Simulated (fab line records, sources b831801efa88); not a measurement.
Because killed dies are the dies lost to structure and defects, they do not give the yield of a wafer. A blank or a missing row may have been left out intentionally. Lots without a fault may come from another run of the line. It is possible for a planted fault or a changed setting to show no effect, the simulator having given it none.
Matching of chambers -- flow gf180mcu -- rie-diel-02 running GF_V1_ETCH_16: 4 sister chambers
The step etches BARC in N2/H2. 7 wafers are shown with their chamber, then 9 later ones without.

EACH WAFER AND ITS CHAMBER
wafer,chamber,drypump-motor-current-A (A),rf-fwd-power-W (W)
L082.2,3,5.1,493.8
L084.4,3,5.1,498.2
L086.3,1,4.8,491.5
L086.6,0,5.8,494.8
L088.2,0,5.8,494.6
L088.4,2,5.7,499.0
L088.6,1,4.9,493.5

WAFERS WITH NO CHAMBER GIVEN
wafer,drypump-motor-current-A (A),rf-fwd-power-W (W)
L089.2,5.8,495.4
L089.3,5.1,496.5
L089.4,5.7,500.0
L095.1,4.9,492.2
L095.3,5.1,498.4
L095.4,4.8,491.2
L097.1,5.1,497.5
L097.2,5.8,495.1
L097.4,4.9,492.7

CHAMBER TAKEN BY EACH
wafer,from the rows above,in truth
L089.2,0,0
L089.3,3,3
L089.4,2,2
L095.1,1,1
L095.3,3,3
L095.4,1,1
L097.1,3,3
L097.2,0,0
L097.4,1,1
Correct placement for 9 of the 9. Can't be placed from these rows: 0. Number placed wrongly: 0.
How it was worked out, from the rows above alone: a wafer's distance from a chamber is the root of the sum, over the readings, of the square of ((its reading less the chamber's mean) divided by the reading's scatter). The wafer belongs to the nearest chamber; if the next one is less than 2 further off, it can't be placed. The mean given for a chamber averages the wafers shown for that chamber. The scatter: the root of (the sum of the squares of (reading less its chamber's mean) over the shown wafers, divided by (wafers less chambers)).
